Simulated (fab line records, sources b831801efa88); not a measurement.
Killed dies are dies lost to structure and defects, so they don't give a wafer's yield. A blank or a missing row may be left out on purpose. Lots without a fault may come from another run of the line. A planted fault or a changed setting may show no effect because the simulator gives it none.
fab line records | flow sky130
record lots=7 wafers=21 last_day=50
route steps=708 shown METAL2@484
lots that met no fault: from a run of the same line without faults
start_h: hours from the record's first day to the start of the lot's first wafer shown | wait_h: hours since the lot's step before | " the same as in the row above | L1.1+2: a row that stands for several wafers | - no value, or no start given | * or withheld: withheld | < > ~ a bound
route shown NAME@n: a module of which the file shows steps, and the number in the route of the first | usual: mean/standard deviation of fault-free wafers | same: alike in all rows | chamber/n: place in a boat | sites: the reading at each site | _std_site: their standard deviation | _edge_site: outer sites' mean less inner sites' | radius_mm: how far each site lies from the wafer's centre | mask NAME#n: copy n | behind: the tool/chamber that last shaped the wafer | hold: why the lot was held/for how many hours/how that ended | device: the transistor (n, p or np) that didn't switch | end of line: the same wafers' tests at the end of the route | a step without rows: its recipe alone | killed: dies lost to structure and defects at the first sort, not the wafer's yield | map: a wafer's dies, x killed, . not, _ none there
set.NAME: the setting as run; set.NAME@STEP: as run at that earlier step | model.NAME: the simulator's own value behind a step, which no gauge read
lots at some steps of the route; a table a step, a row a wafer
services: from which hour (start_h, from the record's first day; less than 0 if before it) a tool's chamber was out of use, for how many hours, and why
## steps
# step SKY_METAL2_SPUTTER_01
# recipe material=TiN target_thk_nm=20 power_w=6500 time_s=16.7 chamber_pressure_pa=0.4
# usual throttle_valve_pct=29.5/1.2
# columns lot.wafer tool chamber start_h wait_h throttle_valve_pct
L194.4 pvd_sputter-04 - 820.17 0.0 27.5
L194.5 " - " " 28.9
L194.6 " - " " 30.1
L195.2 pvd_sputter-04 - 828.54 0.0 27.4
L195.4 " - " " 29.3
L195.5 " - " " 30.3
L197.1 pvd_sputter-04 - 838.86 0.0 29.6
L197.3 " - " " 27.3
L197.4 " - " " 29.2
L201.1 pvd_sputter-03 - 873.10 0.0 27.9
L201.3 " - " " 29.8
L201.6 " - " " 29.6
L204.1 pvd_sputter-03 - 892.26 0.0 27.7
L204.2 " - " " 30.1
L204.3 " - " " 29.5
L205.2 pvd_sputter-04 - 896.86 0.0 27.5
L205.3 " - " " 30.6
L205.4 " - " " 29.6
L210.2 pvd_sputter-02 - 947.89 0.0 32.3
L210.3 " - " " 28.7
L210.6 " - " " 28.4
# step SKY_METAL2_SPUTTER_02
# recipe material=AlCu target_thk_nm=250 power_w=10600 time_s=13.3 chamber_pressure_pa=0.4
# usual throttle_valve_pct=29.5/1.2
# columns lot.wafer tool chamber start_h wait_h throttle_valve_pct
L194.4 pvd_sputter-04 - 820.20 0.0 27.2
L194.5 " - " " 29.3
L194.6 " - " " 29.9
L195.2 pvd_sputter-04 - 828.57 0.0 27.4
L195.4 " - " " 29.1
L195.5 " - " " 30.6
L197.1 pvd_sputter-04 - 838.89 0.0 29.9
L197.3 " - " " 27.3
L197.4 " - " " 29.4
L201.1 pvd_sputter-03 - 873.13 0.0 27.5
L201.3 " - " " 29.2
L201.6 " - " " 29.5
L204.1 pvd_sputter-03 - 892.29 0.0 27.7
L204.2 " - " " 30.3
L204.3 " - " " 29.7
L205.2 pvd_sputter-04 - 896.89 0.0 27.5
L205.3 " - " " 30.2
L205.4 " - " " 29.7
L210.2 pvd_sputter-02 - 947.92 0.0 31.9
L210.3 " - " " 28.4
L210.6 " - " " 28.6
# step SKY_METAL2_SPUTTER_03
# recipe material=Ti target_thk_nm=5 power_w=3000 time_s=3.3 chamber_pressure_pa=0.4
# usual throttle_valve_pct=29.5/1.2
# columns lot.wafer tool chamber start_h wait_h throttle_valve_pct
L194.4 pvd_sputter-04 - 820.22 0.0 27.4
L194.5 " - " " 29.1
L194.6 " - " " 29.7
L195.2 pvd_sputter-04 - 828.59 0.0 27.3
L195.4 " - " " 29.2
L195.5 " - " " 30.5
L197.1 pvd_sputter-04 - 838.91 0.0 29.9
L197.3 " - " " 27.1
L197.4 " - " " 29.1
L201.1 pvd_sputter-03 - 873.15 0.0 27.5
L201.3 " - " " 29.7
L201.6 " - " " 29.8
L204.1 pvd_sputter-03 - 892.31 0.0 27.6
L204.2 " - " " 30.2
L204.3 " - " " 29.2
L205.2 pvd_sputter-04 - 896.91 0.0 27.8
L205.3 " - " " 30.4
L205.4 " - " " 30.2
L210.2 pvd_sputter-02 - 947.94 0.0 32.3
L210.3 " - " " 28.5
L210.6 " - " " 28.4
# step SKY_METAL2_SPUTTER_04
# recipe material=TiN target_thk_nm=70 power_w=6500 time_s=58.3 chamber_pressure_pa=0.4
# usual throttle_valve_pct=29.5/1.2
# columns lot.wafer tool chamber start_h wait_h throttle_valve_pct
L194.4 pvd_sputter-04 - 820.24 0.0 27.7
L194.5 " - " " 29.1
L194.6 " - " " 29.7
L195.2 pvd_sputter-04 - 828.61 0.0 27.1
L195.4 " - " " 29.3
L195.5 " - " " 30.4
L197.1 pvd_sputter-04 - 838.93 0.0 29.9
L197.3 " - " " 27.5
L197.4 " - " " 29.4
L201.1 pvd_sputter-03 - 873.17 0.0 27.7
L201.3 " - " " 29.7
L201.6 " - " " 29.9
L204.1 pvd_sputter-03 - 892.33 0.0 27.5
L204.2 " - " " 30.0
L204.3 " - " " 29.4
L205.2 pvd_sputter-04 - 896.93 0.0 27.4
L205.3 " - " " 30.6
L205.4 " - " " 29.8
L210.2 pvd_sputter-02 - 947.96 0.0 32.1
L210.3 " - " " 28.2
L210.6 " - " " 28.7
# step SKY_METAL2_RS_MEAS_05
# recipe thk_meas_gauge=four-point-probe reads=TiN_of_METAL2_SPUTTER_04+Ti_of_METAL2_SPUTTER_03+AlCu_of_METAL2_SPUTTER_02+TiN_of_METAL2_SPUTTER_01+Ti_of_METAL2_SPUTTER_00
# usual METAL2_ALCU_RS=0.1272/0.0015
# columns lot.wafer tool chamber start_h wait_h METAL2_ALCU_RS[ohm/sq]
L194.4 film_metro-01 - 820.35 0.1 0.1281
L194.5 " - " " 0.1281
L194.6 " - " " 0.1291
L195.2 film_metro-02 - 828.68 0.0 0.1271
L195.4 " - " " 0.1270
L195.5 " - " " 0.1268
L197.1 film_metro-01 - 839.01 0.1 0.1305
L197.3 " - " " 0.1284
L197.4 " - " " 0.1273
L201.1 film_metro-01 - 873.22 0.0 0.1276
L201.3 " - " " 0.1272
L201.6 " - " " 0.1281
L204.1 film_metro-04 - 892.38 0.0 0.1254
L204.2 " - " " 0.1264
L204.3 " - " " 0.1270
L205.2 film_metro-02 - 897.00 0.0 0.1277
L205.3 " - " " 0.1254
L205.4 " - " " 0.1293
L210.2 film_metro-02 - 948.03 0.0 0.1266
L210.3 " - " " 0.1286
L210.6 " - " " 0.1279
# step SKY_METAL2_THK_MEAS_06
# recipe thk_meas_gauge=xrf reads=AlCu_of_METAL2_SPUTTER_02
# usual METAL2_ALCU_THK=251/3.1
# columns lot.wafer tool chamber start_h wait_h METAL2_ALCU_THK[nm]
L194.4 film_metro-01 - 820.44 0.1 247
L194.5 " - " " 248
L194.6 " - " " 246
L195.2 film_metro-02 - 828.79 0.1 252
L195.4 " - " " 254
L195.5 " - " " 255
L197.1 film_metro-01 - 839.13 0.1 247
L197.3 " - " " 248
L197.4 " - " " 251
L201.1 film_metro-01 - 873.34 0.1 250
L201.3 " - " " 248
L201.6 " - " " 249
L204.1 film_metro-04 - 892.50 0.1 252
L204.2 " - " " 250
L204.3 " - " " 248
L205.2 film_metro-02 - 897.11 0.1 252
L205.3 " - " " 257
L205.4 " - " " 248
L210.2 film_metro-02 - 948.14 0.1 251
L210.3 " - " " 249
L210.6 " - " " 250
# step SKY_METAL2_DEHYDRATE_07
# recipe temp_c=200 time_s=60
# step SKY_METAL2_HMDS_08
# recipe prime_time_s=60 prime_temp_c=120
# step SKY_METAL2_COAT_09
# recipe resist=BARC temp_c=withheld time_s=withheld spin_rpm=3000 resist_thk_nm=60
# step SKY_METAL2_COAT_10
# recipe resist=KrF-thick spin_rpm=3000 resist_thk_nm=450
# step SKY_METAL2_SOFTBAKE_11
# recipe temp_c=100 time_s=90 resist=KrF-thick
# step SKY_METAL2_EXPOSE_12
# recipe mask_id=MM2 na=0.8 source_shape=annular sigma_inner=0.55 sigma_outer=0.85 target_cd_nm=140 dose_mj=28
# step SKY_METAL2_PEB_13
# recipe peb_temp_c=withheld peb_time_s=withheld resist=KrF-thick
# usual chill_plate_temp_C=* exhaust_pa=44.9/0.84 resist_line_temp_C=*
# columns lot.wafer tool chamber start_h wait_h chill_plate_temp_C exhaust_pa resist_line_temp_C
L194.4 litho_track-04 - 846 - - - -
L194.5 " - " " - - -
L194.6 " - " " - - -
L195.2 litho_track-01 - 854 - - - -
L195.4 " - " " - - -
L195.5 " - " " - - -
L197.1 litho_track-04 - 864 - - - -
L197.3 " - " " - - -
L197.4 " - " " - - -
L201.1 litho_track-03 0 898 - * 44.7 *
L201.3 " 0 " " * 44.0 *
L201.6 " 0 899 - * 44.0 *
L204.1 litho_track-01 0 916 - * 45.6 *
L204.2 " 0 " " * 45.4 *
L204.3 " 0 " " * 44.8 *
L205.2 litho_track-03 0 921 - * 44.6 *
L205.3 " 0 " " * 43.6 *
L205.4 " 0 " " * 44.4 *
L210.2 litho_track-03 0 971 - * 45.5 *
L210.3 " 0 " " * 43.5 *
L210.6 " 0 972 - * 44.6 *
# step SKY_METAL2_DEVELOP_14
# recipe develop_time_s=60 resist=KrF-thick dev_temp_c=21
## services
# columns tool chamber start_h hours kind
pvd_sputter-04 - 803.63 4.1 repair
pvd_sputter-03 - 821.30 1.0 repair
pvd_sputter-03 - 844.45 10.9 repair
pvd_sputter-04 - 848.05 0.5 repair
pvd_sputter-04 - 885.90 6.6 repair
pvd_sputter-02 - 897.00 0.5 repair
pvd_sputter-02 - 935.76 6.9 repair
pvd_sputter-02 - 952.41 2.5 repair
pvd_sputter-04 - 964.62 3.7 repair
## key
first_sign step=SKY_METAL2_PEB_13 reading=tool_record direction=missing
effect none on later readings
met_at SKY_METAL2_PEB_13
struck_wafers L194.4,L194.5,L194.6,L195.2,L195.4,L195.5,L197.1,L197.3,L197.4
later_rows_left_out L194.4,L194.5,L194.6,L195.2,L195.4,L195.5,L197.1,L197.3,L197.4
sort_left_out L194.4,L194.5,L194.6,L195.2,L195.4,L195.5,L197.1,L197.3,L197.4
fault kind=skipped_step_whole tool=litho_track-01,litho_track-04 chamber=- onset_h=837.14 steps=SKY_METAL2_PEB_13 scope=struck_lots_only
# sort_left_out: the simulated sort isn't trusted on such a fault, so these wafers' sort isn't shown, and their yield isn't known
# later_rows_left_out: the simulator's readings of these wafers behind a module that went badly wrong aren't trusted and aren't shown, but for the sort
